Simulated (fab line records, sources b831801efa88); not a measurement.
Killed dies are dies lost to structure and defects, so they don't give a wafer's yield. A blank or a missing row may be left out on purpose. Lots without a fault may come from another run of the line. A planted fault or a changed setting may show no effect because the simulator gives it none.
fab line records | flow sky130
record lots=24 wafers=72 last_day=51
route steps=708 shown PWDE@52 NWELL@81 VT_ADJUST_HVTP@93 SONOS_ONO@173 GATE_OXIDE@200 POLY_GATE@205
lots that met no fault: from a run of the same line without faults
start_h: hours from the record's first day to the start of the lot's first wafer shown | wait_h: hours since the lot's step before | " the same as in the row above | L1.1+2: a row that stands for several wafers | - no value, or no start given | * or withheld: withheld | < > ~ a bound
route shown NAME@n: a module of which the file shows steps, and the number in the route of the first | usual: mean/standard deviation of fault-free wafers | same: alike in all rows | chamber/n: place in a boat | sites: the reading at each site | _std_site: their standard deviation | _edge_site: outer sites' mean less inner sites' | radius_mm: how far each site lies from the wafer's centre | mask NAME#n: copy n | behind: the tool/chamber that last shaped the wafer | hold: why the lot was held/for how many hours/how that ended | device: the transistor (n, p or np) that didn't switch | end of line: the same wafers' tests at the end of the route | a step without rows: its recipe alone | killed: dies lost to structure and defects at the first sort, not the wafer's yield | map: a wafer's dies, x killed, . not, _ none there
set.NAME: the setting as run; set.NAME@STEP: as run at that earlier step | model.NAME: the simulator's own value behind a step, which no gauge read
steps of the route over a sample of lots; a table a step, a row a wafer
services: from which hour (start_h, from the record's first day; less than 0 if before it) a tool's chamber was out of use, for how many hours, and why
## steps
# step SKY_PWDE_OVL_MEAS_07
# usual PWDE_OVL=-0.5/1.4
# columns lot.wafer tool chamber start_h wait_h PWDE_OVL[nm]
L074.1 overlay-01 - 72.51 - 0.4
L074.2 " - " " -0.6
L074.3 " - " " 0.6
L075.1 overlay-01 - 76.30 - -1.6
L075.3 " - " " -1.8
L075.4 " - " " -3.7
L076.1 overlay-01 - 82.80 - -1.8
L076.2 " - " " -2.2
L076.4 " - " " -3.1
L077.1 overlay-02 - 88.51 - 0.1
L077.2 " - " " 2.9
L077.5 " - " " 2.5
L078.4 overlay-02 - 101.93 - 1.6
L078.5 " - " " -2.1
L078.6 " - " " 0.2
L079.2 overlay-02 - 102.24 - 2.6
L079.3 " - " " 0.9
L079.6 " - " " -0.5
L080.1 overlay-01 - 110.31 - -1.0
L080.2 " - " " -1.5
L080.6 " - " " -3.3
L081.2 overlay-02 - 115.59 - 0.7
L081.3 " - " " 0.5
L081.5 " - " " 1.3
L082.1 overlay-01 - 118.86 - 0.9
L082.3 " - " " 0.7
L082.6 " - " " -1.0
L083.2 overlay-02 - 121.46 - -0.8
L083.4 " - " " -3.4
L083.6 " - " " -1.8
L084.1 overlay-02 - 130.66 - 0.0
L084.2 " - " " 0.5
L084.5 " - " " 0.5
L085.2 overlay-02 - 140.69 - -2.0
L085.4 " - " " -3.9
L085.5 " - " " -1.7
L086.2 overlay-02 - 144.34 - 0.3
L086.3 " - " " -0.7
L086.6 " - " " -0.4
L087.3 overlay-02 - 152.42 - -1.0
L087.4 " - " " -0.7
L087.6 " - " " -0.4
L088.3 overlay-01 - 154.10 - 0.0
L088.4 " - " " 0.3
L088.6 " - " " 0.3
L089.1 overlay-02 - 159.70 - -1.6
L089.5 " - " " -0.5
L089.6 " - " " -1.5
L090.1 overlay-02 - 162.79 - -0.9
L090.4 " - " " -1.1
L090.5 " - " " -1.4
L091.2 overlay-01 - 167.21 - -0.4
L091.3 " - " " -1.0
L091.6 " - " " 1.0
L092.1 overlay-02 - 178.69 - -1.2
L092.3 " - " " 1.3
L092.4 " - " " 0.4
L093.2 overlay-01 - 180.19 - -1.4
L093.3 " - " " -1.7
L093.4 " - " " 0.6
L094.1 overlay-01 - 185.49 - -1.0
L094.2 " - " " -1.2
L094.6 " - " " 1.9
L095.1 overlay-01 - 192.25 - -1.5
L095.2 " - " " -0.6
L095.4 " - " " -1.8
L096.2 overlay-01 - 197.86 - 0.4
L096.3 " - " " -1.3
L096.6 " - " " -0.1
L097.1 overlay-01 - 202.49 - 2.2
L097.2 " - " " 1.0
L097.3 " - " " 0.8
# step SKY_NWELL_RTA_28
# recipe temp_c=1050 time_s=30 idle_temp_c=650 ramp_up_c_per_s=150 ramp_down_c_per_s=90 ambient=N2
# usual chamber_o2_ppm=2.001/0.025 lamp_power_pct=25.30/0.054 wafer_temp_C_max=1054.9/0.82
# columns lot.wafer tool chamber start_h wait_h chamber_o2_ppm lamp_power_pct wafer_temp_C_max
L074.1 rtp_anneal-01 0 108.80 0.0 1.949 25.38 1054.5
L074.2 " 0 " " 2.003 25.35 1054.7
L074.3 " 0 " " 2.038 25.30 1054.8
L075.1 rtp_anneal-02 0 111.95 0.0 1.994 25.35 1054.1
L075.3 " 0 " " 2.010 25.29 1056.3
L075.4 " 0 " " 1.985 25.29 1055.1
L076.1 rtp_anneal-01 0 119.61 0.0 2.007 25.35 1055.4
L076.2 " 0 " " 2.060 25.29 1053.6
L076.4 " 0 " " 2.007 25.34 1053.4
L077.1 rtp_anneal-01 0 126.78 0.0 2.001 25.40 1054.6
L077.2 " 0 " " 2.032 25.19 1055.6
L077.5 " 0 " " 2.026 25.26 1055.4
L078.4 rtp_anneal-02 0 141.95 0.1 2.016 25.30 1054.0
L078.5 " 0 " " 1.984 25.29 1054.4
L078.6 " 0 " " 2.024 25.24 1054.5
L079.2 rtp_anneal-01 0 143.03 0.0 2.020 25.37 1055.1
L079.3 " 0 " " 2.018 25.26 1055.6
L079.6 " 0 " " 2.013 25.39 1054.3
L080.1 rtp_anneal-01 0 151.73 0.0 1.978 25.26 1055.7
L080.2 " 0 " " 2.054 25.22 1054.4
L080.6 " 0 " " 1.999 25.27 1056.0
L081.2 rtp_anneal-02 0 157.76 0.0 2.026 25.35 1054.4
L081.3 " 0 " " 1.987 25.23 1056.0
L081.5 " 0 " " 2.009 25.20 1055.1
L082.1 rtp_anneal-01 0 161.20 0.0 2.005 25.31 1054.5
L082.3 " 0 " " 2.022 25.39 1054.3
L082.6 " 0 " " 1.971 25.34 1053.8
L083.2 rtp_anneal-02 0 163.92 0.0 2.011 25.30 1055.2
L083.4 " 0 " " 1.961 25.28 1055.5
L083.6 " 0 " " 2.002 25.25 1056.0
L084.1 rtp_anneal-02 0 174.60 0.0 2.035 25.33 1054.4
L084.2 " 0 " " 1.978 25.21 1054.2
L084.5 " 0 " " 2.004 25.37 1053.4
L085.2 rtp_anneal-01 0 183.86 0.0 2.007 25.41 1055.9
L085.4 " 0 " " 2.001 25.26 1053.8
L085.5 " 0 " " 2.023 25.33 1056.4
L086.2 rtp_anneal-01 0 188.66 0.0 1.985 25.30 1054.8
L086.3 " 0 " " 2.005 25.29 1054.1
L086.6 " 0 " " 2.019 25.32 1057.1
L087.3 rtp_anneal-01 0 197.04 0.0 2.012 25.40 1054.0
L087.4 " 0 " " 2.028 25.35 1054.9
L087.6 " 0 " " 2.020 25.23 1054.5
L088.3 rtp_anneal-02 0 199.55 0.0 1.943 25.24 1055.0
L088.4 " 0 " " 2.003 25.31 1054.4
L088.6 " 0 " " 1.990 25.32 1055.3
L089.1 rtp_anneal-02 0 204.00 0.0 2.007 25.30 1054.9
L089.5 " 0 " " 2.030 25.23 1055.0
L089.6 " 0 " " 2.011 25.37 1054.8
L090.1 rtp_anneal-01 0 208.00 0.0 2.008 25.32 1054.4
L090.4 " 0 " " 2.006 25.27 1055.8
L090.5 " 0 " " 2.032 25.37 1054.7
L091.2 rtp_anneal-02 0 211.47 0.0 2.029 25.27 1055.9
L091.3 " 0 " " 2.022 25.33 1055.1
L091.6 " 0 " " 1.983 25.30 1054.7
L092.1 rtp_anneal-02 0 224.15 0.0 1.978 25.32 1055.5
L092.3 " 0 " " 2.036 25.34 1055.6
L092.4 " 0 " " 2.043 25.32 1055.4
L093.2 rtp_anneal-01 0 225.37 0.0 2.013 25.43 1055.4
L093.3 " 0 " " 1.979 25.24 1054.1
L093.4 " 0 " " 2.002 25.36 1055.3
L094.1 rtp_anneal-02 0 231.43 0.0 2.014 25.28 1055.5
L094.2 " 0 " " 1.991 25.22 1056.8
L094.6 " 0 " " 1.994 25.32 1054.2
L095.1 rtp_anneal-02 0 237.83 0.0 2.008 25.27 1056.2
L095.2 " 0 " " 1.966 25.30 1053.7
L095.4 " 0 " " 2.007 25.30 1055.3
L096.2 rtp_anneal-01 0 246.65 0.0 1.955 25.25 1056.8
L096.3 " 0 " " 1.981 25.27 1054.6
L096.6 " 0 " " 1.958 25.28 1056.1
L097.1 rtp_anneal-02 0 250.25 0.0 2.021 25.31 1054.2
L097.2 " 0 " " 1.997 25.21 1055.4
L097.3 " 0 " " 1.979 25.27 1053.6
# step SKY_VT_ADJUST_HVTP_OVL_MEAS_08
# usual VT_ADJUST_HVTP_OVL=-0.3/1.2
# columns lot.wafer tool chamber start_h wait_h VT_ADJUST_HVTP_OVL[nm]
L074.1 overlay-02 - 128.27 0.1 -0.3
L074.2 " - " " -1.6
L074.3 " - " " -0.1
L075.1 overlay-01 - 132.02 0.1 -0.8
L075.3 " - " " 0.4
L075.4 " - " " 0.5
L076.1 overlay-01 - 140.17 0.1 0.1
L076.2 " - " " 1.0
L076.4 " - " " -2.0
L077.1 overlay-02 - 147.59 0.1 1.1
L077.2 " - " " 1.6
L077.5 " - " " 1.2
L078.4 overlay-01 - 162.94 0.1 -1.9
L078.5 " - " " -1.1
L078.6 " - " " -1.6
L079.2 overlay-01 - 165.13 0.1 0.9
L079.3 " - " " -0.9
L079.6 " - " " -1.1
L080.1 overlay-01 - 173.62 0.1 1.7
L080.2 " - " " 0.7
L080.6 " - " " 0.5
L081.2 overlay-01 - 179.68 0.1 -0.6
L081.3 " - " " 0.6
L081.5 " - " " -0.6
L082.1 overlay-01 - 183.21 0.1 0.4
L082.3 " - " " 0.0
L082.6 " - " " 1.6
L083.2 overlay-01 - 186.48 0.1 1.0
L083.4 " - " " 1.0
L083.6 " - " " 0.7
L084.1 overlay-01 - 196.97 0.1 0.2
L084.2 " - " " 0.7
L084.5 " - " " 0.0
L085.2 overlay-01 - 205.78 0.1 -2.1
L085.4 " - " " -1.3
L085.5 " - " " -1.1
L086.2 overlay-02 - 210.83 0.1 0.9
L086.3 " - " " -0.7
L086.6 " - " " -1.4
L087.3 overlay-01 - 220.77 0.1 -1.0
L087.4 " - " " -0.2
L087.6 " - " " -0.8
L088.3 overlay-01 - 222.23 0.1 1.9
L088.4 " - " " -0.1
L088.6 " - " " -1.6
L089.1 overlay-02 - 226.42 0.1 -1.1
L089.5 " - " " 0.6
L089.6 " - " " 0.0
L090.1 overlay-01 - 230.65 0.1 -0.6
L090.4 " - " " -1.9
L090.5 " - " " -1.0
L091.2 overlay-01 - 235.23 0.1 1.3
L091.3 " - " " -0.8
L091.6 " - " " 1.1
L092.1 overlay-01 - 248.85 0.1 -0.5
L092.3 " - " " -0.2
L092.4 " - " " 1.2
L093.2 overlay-01 - 249.51 0.1 1.0
L093.3 " - " " 0.7
L093.4 " - " " -0.4
L094.1 overlay-02 - 255.62 0.1 -1.6
L094.2 " - " " -1.7
L094.6 " - " " -0.9
L095.1 overlay-01 - 262.05 0.1 -1.5
L095.2 " - " " -1.4
L095.4 " - " " -0.2
L096.2 overlay-01 - 271.53 0.1 -1.2
L096.3 " - " " 0.7
L096.6 " - " " 0.6
L097.1 overlay-01 - 275.57 0.1 1.0
L097.2 " - " " -2.2
L097.3 " - " " -1.7
# step SKY_SONOS_ONO_THK_MEAS_05
# recipe reads=SiO2_of_SONOS_ONO_CVD_04
# usual SONOS_ONO_CVD_04_THK=5.71/0.11
# columns lot.wafer tool chamber start_h wait_h SONOS_ONO_CVD_04_THK[nm]
L074.1 film_metro-02 - 269.90 0.0 5.68
L074.2 " - " " 5.89
L074.3 " - " " 5.79
L075.1 film_metro-01 - 275.13 0.0 5.58
L075.3 " - " " 5.60
L075.4 " - " " 5.58
L076.1 film_metro-03 - 281.79 0.0 5.64
L076.2 " - " " 5.70
L076.4 " - " " 5.68
L077.1 film_metro-03 - 308.72 0.0 5.67
L077.2 " - " " 5.77
L077.5 " - " " 5.70
L078.4 film_metro-02 - 312.94 0.0 6.02
L078.5 " - " " 5.98
L078.6 " - " " 5.87
L079.2 film_metro-03 - 315.33 0.0 5.91
L079.3 " - " " 5.66
L079.6 " - " " 5.81
L080.1 film_metro-01 - 322.02 0.0 5.74
L080.2 " - " " 5.81
L080.6 " - " " 5.78
L081.2 film_metro-01 - 332.26 0.0 5.76
L081.3 " - " " 5.76
L081.5 " - " " 5.81
L082.1 film_metro-03 - 336.36 0.0 5.70
L082.3 " - " " 5.73
L082.6 " - " " 5.69
L083.2 film_metro-02 - 342.96 0.0 5.69
L083.4 " - " " 5.59
L083.6 " - " " 5.64
L084.1 film_metro-03 - 356.59 0.0 5.78
L084.2 " - " " 5.69
L084.5 " - " " 5.66
L085.2 film_metro-03 - 367.95 0.0 5.73
L085.4 " - " " 5.71
L085.5 " - " " 5.87
L086.2 film_metro-03 - 378.25 0.0 5.62
L086.3 " - " " 5.66
L086.6 " - " " 5.79
L087.3 film_metro-01 - 387.06 0.0 5.72
L087.4 " - " " 5.77
L087.6 " - " " 5.55
L088.3 film_metro-03 - 388.39 0.0 5.56
L088.4 " - " " 5.60
L088.6 " - " " 5.51
L089.1 film_metro-02 - 395.53 0.0 6.01
L089.5 " - " " 5.88
L089.6 " - " " 5.84
L090.1 film_metro-03 - 405.02 0.0 5.64
L090.4 " - " " 5.71
L090.5 " - " " 5.63
L091.2 film_metro-01 - 409.34 0.0 5.77
L091.3 " - " " 5.78
L091.6 " - " " 5.81
L092.1 film_metro-01 - 421.28 0.0 5.77
L092.3 " - " " 5.67
L092.4 " - " " 5.77
L093.2 film_metro-02 - 423.70 0.0 5.55
L093.3 " - " " 5.62
L093.4 " - " " 5.61
L094.1 film_metro-02 - 432.29 0.0 5.66
L094.2 " - " " 5.78
L094.6 " - " " 5.77
L095.1 film_metro-02 - 443.24 0.0 5.68
L095.2 " - " " 5.60
L095.4 " - " " 5.59
L096.2 film_metro-02 - 451.83 0.0 5.62
L096.3 " - " " 5.64
L096.6 " - " " 5.72
L097.1 film_metro-01 - 457.13 0.0 5.64
L097.2 " - " " 5.66
L097.3 " - " " 5.71
# step SKY_GATE_OXIDE_STRIP_13
# recipe chemistry=O2/N2 power_w=1400 pressure_mtorr=1500 platen_temp_c=withheld o2_flow_sccm=3000 n2_flow_sccm=300 overash_fraction=0.5
# usual drypump_motor_current_A=5.8/0.71 oes_product_au=0.716/0.0045 strip_time_to_endpoint_s=14.20/0.038
# columns lot.wafer tool chamber start_h wait_h drypump_motor_current_A oes_product_au rf_hours_counter_h strip_time_to_endpoint_s
L074.1 plasma_asher-01 0 325.50 0.0 5.7 0.711 63 14.18
L074.2 " 1 " " 6.6 0.719 63 14.19
L074.3 " 1 " " 6.6 0.721 - 14.21
L075.1 plasma_asher-02 1 330.70 0.0 6.7 0.720 20 14.21
L075.3 " 0 " " 4.8 0.715 - 14.25
L075.4 " 1 " " 6.7 0.716 - 14.19
L076.1 plasma_asher-02 0 339.84 0.0 4.8 0.718 21 14.22
L076.2 " 1 " " 6.7 0.713 21 14.25
L076.4 " 0 " " 4.8 0.716 - 14.23
L077.1 plasma_asher-02 0 368.74 0.0 4.8 0.713 24 14.26
L077.2 " 1 " " 6.6 0.716 24 14.24
L077.5 " 1 " " 6.7 0.718 - 14.24
L078.4 plasma_asher-01 0 373.96 0.0 5.8 0.713 - 14.16
L078.5 " 0 " " 5.8 0.715 - 14.17
L078.6 " 1 " " 6.6 0.709 - 14.17
L079.2 plasma_asher-03 0 376.44 0.0 5.8 0.720 54 14.22
L079.3 " 1 " " 5.1 0.714 - 14.25
L079.6 " 0 " " 5.8 0.710 - 14.17
L080.1 plasma_asher-02 0 384.52 0.0 4.8 0.710 26 14.24
L080.2 " 1 " " 6.7 0.712 26 14.17
L080.6 " 1 " " 6.7 0.721 - 14.20
L081.2 plasma_asher-02 0 394.34 0.0 4.8 0.720 27 14.28
L081.3 " 0 " " 4.8 0.712 - 14.27
L081.5 " 0 " " 4.8 0.716 - 14.26
L082.1 plasma_asher-03 0 400.20 0.0 5.8 0.713 56 14.24
L082.3 " 1 " " 5.1 0.717 - 14.24
L082.6 " 0 " " 5.8 0.717 - 14.30
L083.2 plasma_asher-03 1 405.82 0.0 5.1 0.706 57 14.13
L083.4 " 0 " " 5.8 0.712 - 14.14
L083.6 " 0 " " 5.8 0.718 - 14.14
L084.1 plasma_asher-01 0 423.39 0.0 5.8 0.713 74 14.17
L084.2 " 1 " " 6.6 0.715 74 14.15
L084.5 " 1 " " 6.6 0.720 - 14.19
L085.2 plasma_asher-02 0 434.95 0.0 4.8 0.718 31 14.21
L085.4 " 0 " " 4.8 0.708 - 14.21
L085.5 " 1 " " 6.7 0.730 - 14.24
L086.2 plasma_asher-01 0 446.22 0.0 5.7 0.716 76 14.18
L086.3 " 1 " " 6.6 0.717 - 14.17
L086.6 " 0 " " 5.7 0.714 - 14.21
L088.3 plasma_asher-02 1 454.97 0.0 6.7 0.719 - 14.19
L088.4 " 0 " " 4.8 0.723 - 14.12
L088.6 " 1 " " 6.7 0.712 - 14.17
L087.3 plasma_asher-03 0 455.60 0.0 5.8 0.721 - 14.22
L087.4 " 1 " " 5.1 0.714 - 14.21
L087.6 " 1 " " 5.1 0.710 - 14.21
L089.1 plasma_asher-03 1 462.60 0.0 5.1 0.718 62 14.19
L089.5 " 0 " " 5.7 0.721 - 14.22
L089.6 " 1 " " 5.1 0.714 - 14.18
L090.1 plasma_asher-02 1 472.21 0.0 6.7 0.721 35 14.14
L090.4 " 0 " " 4.8 0.717 - 14.20
L090.5 " 0 " " 4.8 0.718 - 14.15
L091.2 plasma_asher-01 0 477.49 0.0 5.8 0.712 79 14.13
L091.3 " 1 " " 6.6 0.711 - 14.16
L091.6 " 0 " " 5.8 0.709 - 14.14
L092.1 plasma_asher-03 1 489.20 0.0 5.1 0.716 65 14.23
L092.3 " 1 " " 5.1 0.723 - 14.22
L092.4 " 0 " " 5.8 0.713 - 14.20
L093.2 plasma_asher-01 1 493.13 0.0 6.6 0.714 81 14.26
L093.3 " 1 " " 6.6 0.718 - 14.20
L093.4 " 0 " " 5.8 0.711 - 14.21
L094.1 plasma_asher-02 0 500.59 0.0 4.8 0.711 36 14.18
L094.2 " 1 " " 6.7 0.713 36 14.21
L094.6 " 0 " " 4.8 0.717 - 14.20
L095.1 plasma_asher-03 1 513.55 0.0 5.1 0.719 68 14.23
L095.2 " 0 " " 5.8 0.714 68 14.23
L095.4 " 1 " " 5.1 0.713 - 14.22
L096.2 plasma_asher-01 0 520.49 0.0 5.8 0.719 84 14.15
L096.3 " 0 " " 5.8 0.719 - 14.22
L096.6 " 1 " " 6.6 0.726 - 14.17
L097.1 plasma_asher-01 1 524.99 0.0 6.6 0.717 84 14.17
L097.2 " 0 " " 5.8 0.714 84 14.19
L097.3 " 0 " " 5.7 0.717 - 14.19
# step SKY_POLY_GATE_THK_MEAS_01
# recipe reads=poly-Si_of_POLY_GATE_CVD_00
# usual POLY_GATE_CVD_00_THK=181.6/1.5
# columns lot.wafer tool chamber start_h wait_h POLY_GATE_CVD_00_THK[nm]
L074.1 film_metro-04 - 328.45 0.0 178.9
L074.2 " - " " 179.1
L074.3 " - " " 180.1
L075.1 film_metro-01 - 334.36 0.0 183.9
L075.3 " - " " 183.3
L075.4 " - " " 183.0
L076.1 film_metro-04 - 344.40 0.0 181.3
L076.2 " - " " 179.7
L076.4 " - " " 178.7
L077.1 film_metro-01 - 373.04 0.0 180.8
L077.2 " - " " 180.6
L077.5 " - " " 181.6
L078.4 film_metro-01 - 377.35 0.0 182.0
L078.5 " - " " 181.1
L078.6 " - " " 180.6
L079.2 film_metro-03 - 380.33 0.0 184.0
L079.3 " - " " 183.0
L079.6 " - " " 184.1
L080.1 film_metro-01 - 387.90 0.0 182.0
L080.2 " - " " 183.0
L080.6 " - " " 182.3
L081.2 film_metro-01 - 401.18 0.0 182.0
L081.3 " - " " 182.5
L081.5 " - " " 182.5
L082.1 film_metro-04 - 406.42 0.0 180.1
L082.3 " - " " 178.0
L082.6 " - " " 178.2
L083.2 film_metro-01 - 410.53 0.0 181.3
L083.4 " - " " 181.1
L083.6 " - " " 181.5
L084.1 film_metro-03 - 427.92 0.0 182.9
L084.2 " - " " 182.1
L084.5 " - " " 182.5
L085.2 film_metro-03 - 437.90 0.0 180.8
L085.4 " - " " 182.8
L085.5 " - " " 181.6
L086.2 film_metro-01 - 449.24 0.0 183.4
L086.3 " - " " 183.3
L086.6 " - " " 181.4
L087.3 film_metro-04 - 459.41 0.0 183.6
L087.4 " - " " 183.7
L087.6 " - " " 183.1
L088.3 film_metro-03 - 459.41 0.0 179.4
L088.4 " - " " 179.7
L088.6 " - " " 179.3
L089.1 film_metro-04 - 465.54 0.0 182.9
L089.5 " - " " 183.3
L089.6 " - " " 182.9
L090.1 film_metro-01 - 477.22 0.0 182.4
L090.4 " - " " 181.4
L090.5 " - " " 183.1
L091.2 film_metro-03 - 481.55 0.0 182.3
L091.3 " - " " 183.6
L091.6 " - " " 181.8
L092.1 film_metro-04 - 492.15 0.0 179.8
L092.3 " - " " 180.4
L092.4 " - " " 180.2
L093.2 film_metro-03 - 496.09 0.0 182.8
L093.3 " - " " 181.3
L093.4 " - " " 183.9
L094.1 film_metro-04 - 503.54 0.0 180.4
L094.2 " - " " 179.7
L094.6 " - " " 181.9
L095.1 film_metro-04 - 517.69 0.0 180.7
L095.2 " - " " 178.0
L095.4 " - " " 180.4
L096.2 film_metro-01 - 523.44 0.0 180.1
L096.3 " - " " 178.1
L096.6 " - " " 178.8
L097.1 film_metro-04 - 527.94 0.0 183.4
L097.2 " - " " 181.9
L097.3 " - " " 183.2
## services
# columns tool chamber start_h hours kind
plasma_asher-02 - 91.23 2.8 pm
plasma_asher-01 - 93.04 6.3 repair
plasma_asher-02 - 108.75 9.0 pm
plasma_asher-02 0 108.75 9.0 vent_cycle
plasma_asher-02 1 108.75 9.0 vent_cycle
plasma_asher-02 0 117.75 - clean
plasma_asher-02 1 117.75 - clean
plasma_asher-03 - 118.35 13.9 pm
rtp_anneal-02 - 118.68 11.4 pm
plasma_asher-03 - 132.21 2.8 pm
plasma_asher-01 - 141.20 1.6 repair
plasma_asher-03 - 161.86 14.6 pm
plasma_asher-01 - 178.50 0.4 repair
rtp_anneal-01 - 200.53 5.1 pm
plasma_asher-02 - 266.19 15.6 pm
plasma_asher-01 - 272.22 4.3 repair
plasma_asher-01 - 316.64 2.8 pm
rtp_anneal-02 - 346.84 2.9 repair
plasma_asher-03 - 363.36 7.2 repair
plasma_asher-02 - 487.95 6.4 repair
## key
fault none
